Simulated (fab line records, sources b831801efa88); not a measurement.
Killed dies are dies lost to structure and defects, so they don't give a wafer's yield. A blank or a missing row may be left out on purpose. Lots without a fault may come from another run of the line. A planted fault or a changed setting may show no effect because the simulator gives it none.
fab line records | flow sky130
record lots=6 wafers=18 last_day=50
route steps=708 shown FIELD_ISO@19 NWELL@32 DNWELL@35 PWDE@45 PAD_OPEN@708
lots that met no fault: from a run of the same line without faults
start_h: hours from the record's first day to the start of the lot's first wafer shown | wait_h: hours since the lot's step before | " the same as in the row above | L1.1+2: a row that stands for several wafers | - no value, or no start given | * or withheld: withheld | < > ~ a bound
route shown NAME@n: a module of which the file shows steps, and the number in the route of the first | usual: mean/standard deviation of fault-free wafers | same: alike in all rows | chamber/n: place in a boat | sites: the reading at each site | _std_site: their standard deviation | _edge_site: outer sites' mean less inner sites' | radius_mm: how far each site lies from the wafer's centre | mask NAME#n: copy n | behind: the tool/chamber that last shaped the wafer | hold: why the lot was held/for how many hours/how that ended | device: the transistor (n, p or np) that didn't switch | end of line: the same wafers' tests at the end of the route | a step without rows: its recipe alone | killed: dies lost to structure and defects at the first sort, not the wafer's yield | map: a wafer's dies, x killed, . not, _ none there
set.NAME: the setting as run; set.NAME@STEP: as run at that earlier step | model.NAME: the simulator's own value behind a step, which no gauge read
lots at some steps of the route; a table a step, a row a wafer
services: from which hour (start_h, from the record's first day; less than 0 if before it) a tool's chamber was out of use, for how many hours, and why
## steps
# step SKY_FIELD_ISO_WET_ETCH_18
# recipe chemistry=H3PO4 target_depth_nm=25 temp_c=160 target=Si3N4 time_s=286
# step SKY_FIELD_ISO_CLEAN_19
# recipe chemistry=SC1/SC2 mix=1:4:20 temp_c=70 time_s=150
# step SKY_FIELD_ISO_CLEAN_20
# recipe chemistry=dHF time_s=20 dilution=100:1
# step SKY_FIELD_ISO_WET_ETCH_21
# recipe chemistry=dHF dilution=100:1 target_depth_nm=20 dry=ipa_marangoni target=SiO2 temp_c=25 time_s=400
# step SKY_FIELD_ISO_OXIDATION_22
# recipe temp_c=950 ambient=O2 stabilise_s=600 purge_s=300 target_thk_a=100 ox_time_s=623
# step SKY_FIELD_ISO_THK_MEAS_23
# recipe reads=SiO2_of_FIELD_ISO_OXIDATION_22
# usual FIELD_ISO_OXIDATION_01_THK=10.05/0.18
# columns lot.wafer tool chamber start_h wait_h FIELD_ISO_OXIDATION_01_THK[nm]
L581.1 film_metro-01 - 30.81 0.0 9.75
L581.2 " - " " 9.69
L581.6 " - " " 9.58
L584.2 film_metro-01 - 47.97 0.0 10.06
L584.4 " - " " 10.10
L584.5 " - " " 10.02
L586.1 film_metro-04 - 58.07 0.0 10.15
L586.5 " - " " 10.27
L586.6 " - " " 10.26
L587.1 film_metro-02 - 64.93 0.0 10.18
L587.3 " - " " 10.20
L587.5 " - " " 10.34
L597.1 film_metro-04 - 114.07 0.0 10.19
L597.2 " - " " 10.17
L597.4 " - " " 10.16
L603.1 film_metro-04 - 146.06 0.0 10.20
L603.2 " - " " 10.11
L603.6 " - " " 10.17
# step SKY_FIELD_ISO_CVD_24
# recipe material=SiO2 target_thk_nm=595 temp_c=650 sigma_open_frac=0.3 time_s=99.2 sih4_flow_sccm=60 pressure_mtorr=6
# step SKY_FIELD_ISO_THK_MEAS_25
# recipe reads=SiO2_of_FIELD_ISO_CVD_24
# usual FIELD_ISO_CVD_24_THK=595/6.5
# columns lot.wafer tool chamber start_h wait_h FIELD_ISO_CVD_24_THK[nm]
L581.1 film_metro-04 - 30.94 0.0 597
L581.2 " - " " 603
L581.6 " - " " 598
L584.2 film_metro-01 - 48.10 0.0 586
L584.4 " - " " 586
L584.5 " - " " 593
L586.1 film_metro-01 - 58.21 0.0 593
L586.5 " - " " 590
L586.6 " - " " 589
L587.1 film_metro-02 - 65.07 0.0 606
L587.3 " - " " 593
L587.5 " - " " 598
L597.1 film_metro-01 - 114.20 0.0 580
L597.2 " - " " 596
L597.4 " - " " 592
L603.1 film_metro-02 - 146.19 0.0 596
L603.2 " - " " 596
L603.6 " - " " 589
# step SKY_FIELD_ISO_ANNEAL_26
# recipe temp_c=1000 time_s=1800 ambient=N2
# step SKY_FIELD_ISO_CMP_27
# recipe stop_on=Si3N4 t_overpolish_s=16 down_force_psi=4 platen_rpm=60 target_thk_nm=457.8 pad_velocity_m_s=0.94248
# usual edge_zone_pressure_frac=1.000/0.0051 motor_current_A=12.6/1.5 overpolish_run_s=15.999/0.0099 time_to_endpoint_s=111/4.8
# columns lot.wafer tool chamber start_h wait_h edge_zone_pressure_frac motor_current_A overpolish_run_s time_to_endpoint_s
L581.2 cmp-02 1 32.50 0.0 1.003 10.0 16.009 124
L581.1 " 0 " " 0.992 13.7 15.980 120
L581.6 " 2 " " 0.999 12.9 15.999 115
L584.2 cmp-02 0 49.75 0.1 1.004 14.3 15.988 109
L584.4 " 1 " " 0.992 10.4 15.998 112
L584.5 " 2 " " 0.993 12.6 16.001 107
L586.1 cmp-01 2 59.77 0.0 1.006 11.4 16.004 116
L586.5 " 2 " " 1.002 10.9 15.998 112
L586.6 " 3 " " 1.013 11.3 15.989 112
L587.1 cmp-02 1 67.88 0.0 1.003 10.7 15.999 113
L587.3 " 0 " " 1.003 14.0 16.002 109
L587.5 " 2 " " 1.003 13.3 16.013 112
L597.1 cmp-01 1 115.76 0.0 0.993 12.3 16.012 103
L597.2 " 2 " " 1.000 10.9 15.995 113
L597.4 " 0 " " 1.001 15.8 16.010 105
L603.2 cmp-01 2 148.80 0.1 1.002 11.4 15.996 112
L603.1 " 3 " " 0.999 12.3 15.998 113
L603.6 " 1 " " 1.011 12.0 16.019 110
# step SKY_FIELD_ISO_WET_ETCH_28
# recipe chemistry=dHF target_depth_nm=23.7 target=SiO2 dilution=10:1 temp_c=25 time_s=47
# step SKY_FIELD_ISO_WET_ETCH_29
# recipe chemistry=H3PO4 target_depth_nm=160 target=Si3N4 temp_c=160 time_s=1825
# step SKY_FIELD_ISO_WET_ETCH_30
# recipe chemistry=dHF target_depth_nm=25 target=SiO2 dilution=10:1 temp_c=25 time_s=50
# columns lot.wafer tool chamber start_h wait_h
L581.1+2+6 wet_bench-04 3 33.34 0.0
L584.2+4+5 wet_bench-03 0 50.49 0.0
L586.1+5+6 wet_bench-01 0 60.60 0.0
L587.1+3+5 wet_bench-01 1 68.71 0.0
L597.1+2+4 wet_bench-04 1 116.60 0.0
L603.1+2+6 wet_bench-01 3 149.59 0.0
# step SKY_NWELL_CLEAN_00
# recipe chemistry=SC1/SC2 mix=1:4:20 temp_c=70 time_s=150 dry=n2_spin
# step SKY_NWELL_OXIDATION_01
# recipe temp_c=900 ambient=O2 stabilise_s=600 purge_s=300 target_thk_a=100 ox_time_s=1418
# step SKY_NWELL_THK_MEAS_02
# recipe reads=SiO2_of_NWELL_OXIDATION_01
# usual NWELL_OXIDATION_THK=10.02/0.18
# columns lot.wafer tool chamber start_h wait_h NWELL_OXIDATION_THK[nm]
L581.1 film_metro-02 - 34.83 0.0 9.91
L581.2 " - " " 10.03
L581.6 " - " " 10.05
L584.2 film_metro-02 - 53.74 0.0 9.76
L584.4 " - " " 9.91
L584.5 " - " " 9.78
L586.1 film_metro-01 - 63.76 0.0 9.97
L586.5 " - " " 10.13
L586.6 " - " " 10.24
L587.1 film_metro-01 - 70.45 0.0 10.21
L587.3 " - " " 10.33
L587.5 " - " " 10.29
L597.1 film_metro-02 - 118.06 0.0 10.01
L597.2 " - " " 10.07
L597.4 " - " " 10.13
L603.1 film_metro-02 - 151.49 0.0 9.81
L603.2 " - " " 9.83
L603.6 " - " " 9.80
# step SKY_DNWELL_DEHYDRATE_00
# recipe temp_c=200 time_s=60
# step SKY_DNWELL_HMDS_01
# recipe prime_time_s=60 prime_temp_c=120
# step SKY_DNWELL_COAT_02
# recipe spin_rpm=2000 resist_thk_nm=3000
# step SKY_DNWELL_SOFTBAKE_03
# recipe temp_c=110 time_s=withheld
# step SKY_DNWELL_EXPOSE_04
# recipe mask_id=DNM na=0.57 target_cd_nm=3000 dose_mj=222
# step SKY_DNWELL_PEB_05
# recipe temp_c=115 time_s=withheld
# step SKY_DNWELL_DEVELOP_06
# recipe wall_angle_deg=90 developer=TMAH develop_time_s=60 dev_temp_c=23
# step SKY_DNWELL_IMPLANT_07
# recipe species=P energy_kev=withheld dose_cm2=withheld tilt_deg=withheld
# step SKY_DNWELL_STRIP_08
# recipe chemistry=O2/N2 power_w=1400 pressure_mtorr=1500 platen_temp_c=withheld o2_flow_sccm=3000 n2_flow_sccm=300 overash_fraction=0.5
# usual chamber_pressure_mTorr=1500.0/1.3 drypump_motor_current_A=5.9/0.45 oes_product_au=0.722/0.0043 strip_time_to_endpoint_s=36.91/0.096
# columns lot.wafer tool chamber start_h wait_h chamber_pressure_mTorr drypump_motor_current_A oes_product_au rf_hours_counter_h strip_time_to_endpoint_s
L581.1 plasma_asher-03 0 49.78 0.1 1498.2 5.7 0.720 39 36.84
L581.2 " 1 " " 1501.4 5.9 0.722 39 36.77
L581.6 " 0 " " 1501.5 5.7 0.721 - 36.82
L584.2 plasma_asher-01 1 69.78 0.1 1499.5 5.9 0.725 26 36.93
L584.4 " 0 " " 1499.1 6.1 0.722 - 36.81
L584.5 " 1 " " 1499.6 6.0 0.728 - 36.88
L586.1 plasma_asher-02 0 80.17 0.1 1502.0 6.4 0.727 39 37.07
L586.5 " 1 " " 1501.2 5.1 0.724 - 36.97
L586.6 " 0 " " 1498.0 6.4 0.718 - 37.04
L587.1 plasma_asher-02 1 87.33 0.1 1497.9 5.1 0.730 40 36.90
L587.3 " 1 " " 1499.0 5.1 0.731 - 36.96
L587.5 " 0 " " 1500.3 6.4 0.723 - 36.94
L597.1 plasma_asher-03 1 136.72 0.1 1499.6 5.9 0.720 47 36.96
L597.2 " 0 " " 1500.2 5.7 0.725 47 36.97
L597.4 " 1 " " 1498.9 5.9 0.720 - 37.05
L603.1 plasma_asher-02 1 171.13 0.1 1498.8 5.0 0.718 48 36.91
L603.2 " 0 " " 1500.6 6.4 0.726 48 36.96
L603.6 " 1 " " 1498.7 5.0 0.716 - 36.89
# step SKY_DNWELL_TW_MEAS_09
# usual DNWELL_TW=1116/6.5
# columns lot.wafer tool chamber start_h wait_h DNWELL_TW
L581.1 film_metro-02 - 49.88 0.1 1111
L581.2 " - " " 1121
L581.6 " - " " 1118
L584.2 film_metro-02 - 69.89 0.1 1112
L584.4 " - " " 1106
L584.5 " - " " 1107
L586.1 film_metro-02 - 80.27 0.1 1116
L586.5 " - " " 1118
L586.6 " - " " 1118
L587.1 film_metro-02 - 87.43 0.1 1116
L587.3 " - " " 1118
L587.5 " - " " 1119
L597.1 film_metro-03 - 136.82 0.1 1121
L597.2 " - " " 1118
L597.4 " - " " 1119
L603.1 film_metro-01 - 171.23 0.1 1114
L603.2 " - " " 1117
L603.6 " - " " 1114
# step SKY_PWDE_DEHYDRATE_00
# recipe temp_c=200 time_s=60
# step SKY_PWDE_HMDS_01
# recipe prime_time_s=60 prime_temp_c=120
# step SKY_PWDE_COAT_02
# recipe spin_rpm=2000 resist_thk_nm=3000
# step SKY_PWDE_SOFTBAKE_03
# recipe temp_c=110 time_s=withheld
# step SKY_PWDE_EXPOSE_04
# recipe mask_id=PWDEM na=0.6 source_shape=conventional sigma_outer=0.6 polarization=unpolarized target_cd_nm=840 dose_mj=214
# step SKY_PWDE_PEB_05
# recipe temp_c=115 time_s=withheld
# step SKY_PWDE_DEVELOP_06
# recipe wall_angle_deg=90 developer=TMAH develop_time_s=60 dev_temp_c=23
# step SKY_PWDE_OVL_MEAS_07
# usual PWDE_OVL=-0.6/1.4
# columns lot.wafer tool chamber start_h wait_h PWDE_OVL[nm]
L581.1 overlay-01 - 66.23 - -1.2
L581.2 " - " " -0.9
L581.6 " - " " -2.1
L584.2 overlay-02 - 86.24 - -0.3
L584.4 " - " " -1.4
L584.5 " - " " -1.1
L586.1 overlay-01 - 97.79 - 2.3
L586.5 " - " " -0.3
L586.6 " - " " 0.8
L587.1 overlay-02 - 104.75 - -4.4
L587.3 " - " " -2.4
L587.5 " - " " -3.4
L597.1 overlay-02 - 156.03 - -2.6
L597.2 " - " " -3.5
L597.4 " - " " -1.4
L603.1 overlay-01 - 192.20 - 0.8
L603.2 " - " " -0.4
L603.6 " - " " 0.5
# step SKY_PWDE_IMPLANT_08
# recipe species=B energy_kev=150 dose_cm2=3.6e+12 tilt_deg=withheld
# step SKY_PWDE_STRIP_09
# recipe chemistry=O2/N2 power_w=1400 pressure_mtorr=1500 platen_temp_c=withheld o2_flow_sccm=3000 n2_flow_sccm=300 overash_fraction=0.5
# usual chamber_pressure_mTorr=1500.2/1.4 drypump_motor_current_A=6.0/0.45 oes_product_au=0.722/0.0039 strip_time_to_endpoint_s=36.96/0.11
# columns lot.wafer tool chamber start_h wait_h chamber_pressure_mTorr drypump_motor_current_A oes_product_au rf_hours_counter_h strip_time_to_endpoint_s
L581.1 plasma_asher-02 1 66.42 0.1 1503.3 5.0 0.722 37 36.89
L581.2 " 0 " " 1499.0 6.4 0.725 37 36.94
L581.6 " 0 " " 1499.7 6.4 0.719 - 36.96
L584.2 plasma_asher-02 1 86.42 0.1 1502.2 5.1 0.722 39 36.94
L584.4 " 0 " " 1500.7 6.4 0.723 - 36.95
L584.5 " 1 " " 1502.0 5.1 0.725 - 36.84
L586.1 plasma_asher-04 0 97.98 0.1 1499.5 6.2 0.719 41 36.86
L586.5 " 1 " " 1499.5 6.3 0.719 - 36.94
L586.6 " 0 " " 1499.4 6.2 0.720 - 36.93
L587.1 plasma_asher-02 1 104.93 0.1 1500.5 5.0 0.720 41 36.84
L587.3 " 1 " " 1502.9 5.0 0.716 - 36.84
L587.5 " 0 " " 1498.6 6.4 0.722 - 36.88
L597.1 plasma_asher-02 0 156.22 0.1 1499.1 6.4 0.713 47 37.06
L597.2 " 1 " " 1501.1 5.1 0.721 47 37.06
L597.4 " 1 " " 1500.5 5.1 0.721 - 37.09
L603.1 plasma_asher-01 0 192.38 0.1 1501.4 6.1 0.719 38 36.95
L603.2 " 1 " " 1498.9 5.9 0.722 38 36.88
L603.6 " 1 " " 1498.9 5.9 0.719 - 36.79
# step SKY_PWDE_TW_MEAS_10
# usual PWDE_TW=373.7/1.9
# columns lot.wafer tool chamber start_h wait_h PWDE_TW
L581.1 film_metro-02 - 66.52 0.1 372.1
L581.2 " - " " 373.5
L581.6 " - " " 374.9
L584.2 film_metro-02 - 86.53 0.1 373.7
L584.4 " - " " 376.5
L584.5 " - " " 372.9
L586.1 film_metro-02 - 98.08 0.1 373.5
L586.5 " - " " 372.9
L586.6 " - " " 372.7
L587.1 film_metro-02 - 105.03 0.1 371.2
L587.3 " - " " 372.4
L587.5 " - " " 370.6
L597.1 film_metro-02 - 156.32 0.1 371.9
L597.2 " - " " 370.8
L597.4 " - " " 371.9
L603.1 film_metro-03 - 192.48 0.1 370.9
L603.2 " - " " 373.5
L603.6 " - " " 368.3
# step SKY_NWELL_DEHYDRATE_03
# recipe temp_c=200 time_s=60
# step SKY_NWELL_HMDS_04
# recipe prime_time_s=60 prime_temp_c=120
# step SKY_NWELL_COAT_05
# recipe spin_rpm=2000 resist_thk_nm=3000
# step SKY_NWELL_SOFTBAKE_06
# recipe temp_c=110 time_s=withheld
# step SKY_NWELL_EXPOSE_07
# recipe mask_id=NWM na=0.6 source_shape=conventional sigma_outer=0.6 polarization=unpolarized target_cd_nm=840 dose_mj=255
# step SKY_PAD_OPEN_PROBE_99
# usual killed_at_M0_to_M3=43/6.7 killed_at_M4_up=3.2/1.8 killed_at_contacts=24/4.8 killed_at_front_end=16/4.2 killed_at_other=0.3/0.56 killed_dies=86/8.5 killed_open=47/6.7 killed_short=39/6
# same gross_dies=492 killed_at_back_side=0
# columns lot.wafer tool chamber start_h wait_h hold killed_at_M0_to_M3 killed_at_M4_up killed_at_contacts killed_at_front_end killed_at_other killed_dies killed_open killed_short
L581.1 prober-01 - 1065.72 0.1 - 49 1 24 13 1 88 55 33
L581.2 prober-01 - 1065.77 0.1 - 36 3 22 22 0 83 48 34
L581.6 prober-01 - 1065.97 0.2 - 32 1 28 17 0 78 44 34
L584.2 prober-02 - 1090.88 0.1 - 43 1 26 16 0 86 49 37
L584.4 prober-02 - 1090.98 0.2 - 37 5 26 13 0 81 43 38
L584.5 prober-02 - 1091.03 0.2 - 47 1 26 23 0 97 47 49
L586.1 prober-02 - 1106.57 0.1 await_dispo/3.9h/release 51 1 30 43 0 125 57 43
L586.5 prober-02 - 1106.77 0.2 await_dispo/3.9h/release 43 3 23 46 0 115 43 44
L586.6 prober-02 - 1106.82 0.2 await_dispo/3.9h/release 42 3 23 46 0 114 41 46
L587.1 prober-01 - 1115.53 0.1 await_dispo/2.9h/release 49 3 20 72 0 144 45 38
L587.3 prober-01 - 1115.63 0.2 await_dispo/2.9h/release 47 3 25 82 3 160 50 46
L587.5 prober-01 - 1115.73 0.2 await_dispo/2.9h/release 32 3 19 77 1 132 37 34
L597.1 prober-01 - 1163.70 0.1 - 34 1 22 12 0 69 45 24
L597.2 prober-01 - 1163.75 0.1 - 43 5 30 15 1 94 50 44
L597.4 prober-01 - 1163.85 0.2 - 50 2 30 17 0 99 57 42
L603.1 prober-01 - 1193.86 0.1 - 43 3 21 12 0 79 38 41
L603.2 prober-01 - 1193.91 0.1 - 41 4 23 17 1 86 53 33
L603.6 prober-01 - 1194.11 0.2 - 45 3 26 11 0 85 38 47
# killed by level:class
L581.1 VIA1:geometric_particle:open=13 CONTACT:geometric_particle:open=12 VIA2:geometric_particle:open=8 VIA3:geometric_particle:open=7 LI_CONTACT:geometric_particle:open=6 METAL2:geometric_particle:short=5 FIELD_ISO:geometric_particle:short=4 FIELD_ISO:geometric_particle:open=4
L581.2 CONTACT:geometric_particle:open=9 FIELD_ISO:geometric_particle:open=7 LI_CONTACT:geometric_particle:open=7 VIA2:geometric_particle:open=7 FIELD_ISO:geometric_particle:short=6 VIA1:geometric_particle:open=6 METAL2:geometric_particle:short=6 VIA3:geometric_particle:short=4
L581.6 LI_CONTACT:geometric_particle:open=11 VIA1:geometric_particle:open=11 CONTACT:geometric_particle:open=10 FIELD_ISO:geometric_particle:short=7 METAL2:geometric_particle:short=5 VIA2:geometric_particle:open=4 CONTACT:geometric_particle:short=3 METAL1:geometric_particle:short=3
L584.2 CONTACT:geometric_particle:open=11 VIA1:geometric_particle:open=11 CONTACT:geometric_particle:short=7 VIA2:geometric_particle:open=7 VIA3:geometric_particle:short=6 FIELD_ISO:geometric_particle:open=5 METAL1:geometric_particle:short=5 METAL2:geometric_particle:short=5
L584.4 CONTACT:geometric_particle:open=10 LI_CONTACT:geometric_particle:open=8 VIA1:geometric_particle:open=8 VIA3:geometric_particle:open=8 FIELD_ISO:geometric_particle:short=5 METAL4:geometric_particle:short=5 LOCAL_INTERCONNECT:geometric_particle:short=4 METAL3:geometric_particle:short=4
L584.5 CONTACT:geometric_particle:open=10 VIA1:geometric_particle:open=10 VIA3:geometric_particle:open=9 CONTACT:geometric_particle:short=7 FIELD_ISO:geometric_particle:short=5 POLY_GATE:geometric_particle:open=5 POLY_GATE:geometric_particle:short=5 METAL2:geometric_particle:short=5
L586.1 FIELD_ISO:unspecified=24 VIA1:geometric_particle:open=16 CONTACT:geometric_particle:open=12 METAL2:geometric_particle:short=9 METAL1:geometric_particle:short=8 VIA3:geometric_particle:open=7 LI_CONTACT:geometric_particle:open=6 CONTACT:geometric_particle:short=5
L586.5 FIELD_ISO:unspecified=26 VIA1:geometric_particle:open=10 CONTACT:geometric_particle:open=7 VIA1:geometric_particle:short=6 LI_CONTACT:geometric_particle:open=6 CONTACT:geometric_particle:short=6 METAL2:geometric_particle:short=6 POLY_GATE:geometric_particle:short=5
L586.6 FIELD_ISO:unspecified=27 VIA1:geometric_particle:open=9 METAL1:geometric_particle:short=8 VIA3:geometric_particle:open=8 CONTACT:geometric_particle:short=7 VIA2:geometric_particle:open=6 POLY_GATE:geometric_particle:open=5 LOCAL_INTERCONNECT:geometric_particle:short=5
L587.1 FIELD_ISO:unspecified=61 VIA1:geometric_particle:open=12 CONTACT:geometric_particle:open=8 VIA3:geometric_particle:open=8 METAL1:geometric_particle:short=5 POLY_GATE:geometric_particle:short=4 LOCAL_INTERCONNECT:geometric_particle:short=4 VIA1:geometric_particle:short=4
L587.3 FIELD_ISO:unspecified=62 VIA1:geometric_particle:open=12 VIA3:geometric_particle:open=8 CONTACT:geometric_particle:open=7 LOCAL_INTERCONNECT:geometric_particle:short=6 METAL2:geometric_particle:short=6 VIA2:geometric_particle:open=6 FIELD_ISO:geometric_particle:short=5
L587.5 FIELD_ISO:unspecified=61 LI_CONTACT:geometric_particle:open=7 VIA2:geometric_particle:open=6 CONTACT:geometric_particle:short=5 CONTACT:geometric_particle:open=4 VIA1:geometric_particle:open=4 METAL2:geometric_particle:short=4 METAL2:geometric_particle:open=4
L597.1 VIA1:geometric_particle:open=10 CONTACT:geometric_particle:open=9 VIA2:geometric_particle:open=8 CONTACT:geometric_particle:short=6 POLY_GATE:geometric_particle:short=5 VIA3:geometric_particle:open=5 VIA1:geometric_particle:short=4 FIELD_ISO:geometric_particle:open=3
L597.2 CONTACT:geometric_particle:open=9 LI_CONTACT:geometric_particle:open=8 VIA1:geometric_particle:open=8 CONTACT:geometric_particle:short=7 METAL2:geometric_particle:short=7 VIA2:geometric_particle:open=6 VIA3:geometric_particle:open=5 POLY_GATE:geometric_particle:short=4
L597.4 VIA1:geometric_particle:open=15 CONTACT:geometric_particle:short=10 VIA3:geometric_particle:open=10 LI_CONTACT:geometric_particle:open=8 CONTACT:geometric_particle:open=7 VIA1:geometric_particle:short=6 POLY_GATE:geometric_particle:short=5 VIA2:geometric_particle:open=5
L603.1 VIA1:geometric_particle:open=14 METAL1:geometric_particle:short=9 LI_CONTACT:geometric_particle:open=7 METAL2:geometric_particle:short=5 POLY_GATE:geometric_particle:short=5 LOCAL_INTERCONNECT:geometric_particle:short=5 CONTACT:geometric_particle:open=5 VIA2:geometric_particle:short=4
L603.2 VIA1:geometric_particle:open=9 VIA2:geometric_particle:open=7 VIA3:geometric_particle:open=7 CONTACT:geometric_particle:open=6 FIELD_ISO:geometric_particle:open=5 LI_CONTACT:geometric_particle:open=5 LOCAL_INTERCONNECT:geometric_particle:short=5 CONTACT:geometric_particle:short=4
L603.6 VIA1:geometric_particle:open=12 VIA1:geometric_particle:short=10 LOCAL_INTERCONNECT:geometric_particle:short=10 LI_CONTACT:geometric_particle:open=7 CONTACT:geometric_particle:open=6 METAL2:geometric_particle:short=5 POLY_GATE:geometric_particle:open=4 METAL3:geometric_particle:short=4
# map L586.1 (x killed, . not)
__________x.x......._________
________...........x.._______
______x...........x.x..._____
_____x.......x..x...x....____
____x..x.......xxx......x.___
___xx.x.x.............x....__
__x...xx..................xx_
_.....x....x.xx......x.......
_...x.........x..........x...
_...xxx.x.x............xx....
_..x.x..x.x.................x
_x.....x.xx..x..xx.x...xxxx..
_xxx.....x....x......xx.x.x..
_xxxx..xx.....x..........x.xx
_xxxx.........x..............
__xxxxxxxxx.x..xx.x..x.....x_
___xxx....x..xx....x..x..x.__
____xxx....x.....x.x..x...___
_____x..x...x...xx.....x.____
______........x..x......_____
________....x...x....._______
__________.....x...x_________
# map L587.3 (x killed, . not)
__________.....x...._________
________.x..x.....x..._______
______......x..........._____
_____x.........x...x....x____
____...x.xx..x.......x....___
___...xx....x...xx....x..x.__
__x..xxxx.....xx.....x..xxxx_
_xx.xxxx.xxx..xx.....x...x...
_.xxxxxxxx.................x.
_.xxxxxxxxx.x.....x....x.....
_..xxxxxxxx.xxx.......x.xx...
_xxxxxxxxxxx.x.xx..x.x.......
_x.xxxxxxxxx.x...x......x....
_.xxxxxxxx...x.....x.........
_.x..x......x............x...
__....x..x...x....x........x_
___xx.....xx.......x..x...x__
____.x....x.......xxx..x..___
_____......x.x..x.x.x....____
______.x...xx.xx.x.x...._____
________.x......x....._______
__________..x..xx.x._________
## services
# columns tool chamber start_h hours kind
cmp-02 - 17.73 0.3 repair
plasma_asher-02 - 25.33 2.1 repair
plasma_asher-04 - 44.88 13.8 repair
cmp-01 - 64.19 4.0 pm
cmp-01 - 68.19 - consumable_replace:conditioner
cmp-01 - 68.19 - consumable_replace:pad
plasma_asher-03 - 78.55 2.8 pm
cmp-02 - 80.10 1.0 repair
plasma_asher-04 - 90.79 6.1 repair
cmp-01 - 107.32 1.9 repair
plasma_asher-01 - 107.86 0.6 repair
plasma_asher-04 - 108.75 9.0 pm
plasma_asher-04 0 108.75 9.0 vent_cycle
plasma_asher-04 1 108.75 9.0 vent_cycle
cmp-02 - 112.49 16.1 repair
plasma_asher-04 0 117.75 - clean
plasma_asher-04 1 117.75 - clean
plasma_asher-01 - 121.51 2.8 pm
cmp-02 - 131.28 1.5 repair
cmp-01 - 171.55 2.2 repair
cmp-01 - 190.15 3.5 repair
## key
first_sign step=SKY_PAD_OPEN_PROBE_99 reading=killed_at_front_end direction=up sigmas=11 usual=16 struck=61
effect step=SKY_PAD_OPEN_PROBE_99 reading=killed_dies direction=up sigmas=5.3 usual=86 struck=132
met_at SKY_FIELD_ISO_WET_ETCH_30
struck_wafers L586.1,L586.5,L586.6,L587.1,L587.3,L587.5
tester_left_out L586,L587
fault kind=chamber_particle_source tool=wet_bench-01 chamber=- onset_h=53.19 steps=SKY_FIELD_ISO_WET_ETCH_30 rate_per_visit_cm2=1.4902 end_h=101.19
# tester_left_out: of these lots the tester's yield and bins aren't shown, on N5 and GAA mostly nor the transistor test; their killed dies are dies lost to structure and defects alone, not to doping, threshold or leakage, so they don't give the yield
